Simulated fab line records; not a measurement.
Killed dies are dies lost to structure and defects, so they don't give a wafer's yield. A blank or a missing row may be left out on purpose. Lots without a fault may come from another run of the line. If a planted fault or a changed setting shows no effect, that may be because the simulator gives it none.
Which tool is to blame? | flow gf180mcu | Sampling: 13 lots, 39 wafers, 3 of 602 route steps

WHAT THE GAUGES READ, wafer by wafer
GF_CONTACT_CD_MEAS_14: the cd target is 220 nm. Usual: cd-nm reads 219.9 nm (standard deviation 1.8).
lot  | measured     | on        | cd-nm (nm)        | flag
L973 | day 16 17:02 | cd-sem-01 | 220.6 221.3 222.8 |
L974 | day 17 05:10 | cd-sem-01 | 218.9 217.8 215.9 |
L975 | day 17 12:10 | cd-sem-01 | 219.6 219.5 219.3 |
L977 | day 17 19:34 | cd-sem-01 | 217.9 216.6 216.1 |
L978 | day 18 08:47 | cd-sem-02 | 220.1 221.3 220.2 |
L979 | day 18 15:38 | cd-sem-02 | 219.5 219.0 219.3 |
L981 | day 20 01:32 | cd-sem-01 | 219.8 218.4 218.3 |
L987 | day 21 15:21 | cd-sem-02 | 222.2 221.3 220.6 |
L989 | day 22 08:46 | cd-sem-02 | 196.4 197.4 196.3 | OFF
L991 | day 23 05:51 | cd-sem-02 | 218.8 217.6 218.1 |
L992 | day 23 08:17 | cd-sem-02 | 219.8 219.4 219.0 |
L993 | day 23 16:49 | cd-sem-02 | 222.5 224.7 222.8 |
L994 | day 24 00:16 | cd-sem-01 | 218.8 219.4 220.9 |

TOOL THAT RAN EACH LOT (tool first, then ch and the chambers of the sampled wafers, then the start)
lot  | GF_CONTACT_CMP_04             | GF_CONTACT_EXPOSE_11
L973 | cmp-02 ch 0,1,2, day 15 18:40 | krf-scanner-01 ch 0, day 16 06:05
L974 | cmp-02 ch 0,1,2, day 16 06:17 | krf-scanner-02 ch 0, day 16 18:01
L975 | cmp-02 ch 0,2,3, day 16 13:18 | krf-scanner-02 ch 0, day 17 00:53
L977 | cmp-02 ch 0,3, day 16 20:29   | krf-scanner-01 ch 0, day 17 08:38
L978 | cmp-02 ch 0,1,3, day 17 09:10 | krf-scanner-02 ch 0, day 17 21:00
L979 | cmp-01 ch 0,2,3, day 17 15:14 | krf-scanner-01 ch 0, day 18 04:04
L981 | cmp-02 ch 0,1,3, day 19 00:04 | krf-scanner-02 ch 0, day 19 13:10
L987 | cmp-02 ch 1,2,3, day 20 15:20 | krf-scanner-01 ch 0, day 21 03:55
L989 | cmp-02 ch 0,1,3, day 21 08:30 | krf-scanner-01 ch 0, day 21 21:10
L991 | cmp-02 ch 0,3, day 22 06:16   | krf-scanner-01 ch 0, day 22 18:04
L992 | cmp-01 ch 0,1,2, day 22 09:06 | krf-scanner-01 ch 0, day 22 20:52
L993 | cmp-01 ch 0,1,2, day 22 17:29 | krf-scanner-01 ch 0, day 23 05:52
L994 | cmp-01 ch 0,1,2, day 23 01:13 | krf-scanner-02 ch 0, day 23 13:29
- GF_CONTACT_CMP_04: polishes SiO2.
- GF_CONTACT_EXPOSE_11: exposes mask Contact, target cd 220 nm.

WHAT THE TOOLS THEMSELVES READ (means of the sampled wafers that have a number; where no wafer has one, the mark that the record gives instead)
GF_CONTACT_CMP_04. Usual: motor-current-A 11.6 A, standard deviation 0.75; time-to-endpoint-s 112 s, standard deviation 5.4.
lot  | tool   | motor-current-A (A) | time-to-endpoint-s (s) | flag
L973 | cmp-02 | 11.5                | 108                    |
L974 | cmp-02 | 11.3                | 105                    |
L975 | cmp-02 | 11.8                | 111                    |
L977 | cmp-02 | 12.5                | 113                    |
L978 | cmp-02 | 12.3                | 108                    |
L979 | cmp-01 | 11.0                | 113                    |
L981 | cmp-02 | 11.9                | 113                    |
L987 | cmp-02 | 11.2                | 118                    |
L989 | cmp-02 | 12.2                | 119                    |
L991 | cmp-02 | 11.9                | 115                    |
L992 | cmp-01 | 11.6                | 110                    |
L993 | cmp-01 | 11.3                | 110                    |
L994 | cmp-01 | 11.2                | 107                    |

THE ANSWER, worked out from the rows above alone
Rule: a lot is off if the mean of its wafers that have a number lies more than 3 standard deviations from the usual mean. A lot without any number at a reading at which 4 lots or more have one is off too. The other lots that the step has rows for count as sound. First the gauges in route order, then the tools' own readings, where a lot's mean is used as printed above. The first step at which some lot is off is used, and at that step the reading that is off furthest; a lot without a number counts as furthest.
Off at GF_CONTACT_CD_MEAS_14 (cd-nm): L989.
If a tool, at a process step before that reading, ran all the lots that are off and no sound lot after the first of them, it fits. Gauges at GF_CONTACT_CD_MEAS_14: tried the same way as those tools. Not one of the candidates tried fits.

WHAT WAS PUT IN BY THE SIMULATOR
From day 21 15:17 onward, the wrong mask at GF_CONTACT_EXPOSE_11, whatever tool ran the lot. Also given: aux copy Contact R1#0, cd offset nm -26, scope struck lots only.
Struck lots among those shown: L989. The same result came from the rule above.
